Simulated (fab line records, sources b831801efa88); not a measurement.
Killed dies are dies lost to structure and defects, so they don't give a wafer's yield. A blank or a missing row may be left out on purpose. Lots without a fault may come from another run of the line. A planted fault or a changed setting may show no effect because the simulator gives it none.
One fault seen from 2 desks | flow sky130 | each desk has only its own numbers; what lay behind them comes last

THE TOOL OWNER'S DESK: litho_track-03
The tool's own readings at SKY_VIA4_SOFTBAKE_07 (time 60 s): means of the sampled wafers that have a number, for each lot that ran on this tool. A lot is out of limits, marked OUT, if its mean lies more than 4 standard deviations from the usual mean; the brackets give that distance.
Columns: A = heater_power_total_W at SKY_VIA4_SOFTBAKE_07, usual 56.59 W; B = run_length_s at SKY_VIA4_SOFTBAKE_07, usual 89.33 s
lot  | first seen here | A     | B
L225 | day 43 16:49    | 56.61 | 89.37
L233 | day 45 19:56    | 56.58 | 95.17 (+45) OUT
This desk's finding: out of limits on L233; first on L233, day 45 19:56 (run_length_s at SKY_VIA4_SOFTBAKE_07). In limits: L225.

THE METROLOGY DESK
What the gauges read, lot by lot, whatever tool the lot ran on: means of the sampled wafers that have a number. A lot is out of limits, marked OUT, if its mean lies more than 4 standard deviations from the usual mean; the brackets give that distance.
Columns: A = VIA4_HDPCVD_THK at SKY_VIA4_THK_MEAS_01, usual 1744 nm; B = VIA4_BOW at SKY_VIA4_BOW_MEAS_03, usual 80 um
lot  | first seen here | A    | B
L223 | day 42 07:04    | 1744 | 74
L225 | day 43 06:02    | 1738 | 91
L233 | day 45 09:20    | 1744 | 77
L237 | day 46 15:35    | 1740 | 90
L244 | day 47 22:53    | 1755 | 76
This desk's finding: nothing out of limits on any of the 5 lots.

PUT TOGETHER
The tool owner's desk could have raised an alarm at day 45 19:56, on L233.
The metrology desk saw nothing out of limits.
The metrology desk has L233 on record, within its limits.
Of the lots named, all ran SKY_VIA4_SOFTBAKE_07 on litho_track-03.

WHAT THE SIMULATOR HAD PUT IN
Process parameter drift: litho_track-03, from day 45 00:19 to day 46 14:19, at SKY_VIA4_SOFTBAKE_07. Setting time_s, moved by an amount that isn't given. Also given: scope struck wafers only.
Lots struck among those shown: L233.
Hours from the fault's start to each desk's first reading out of limits: the tool owner's desk, 20.
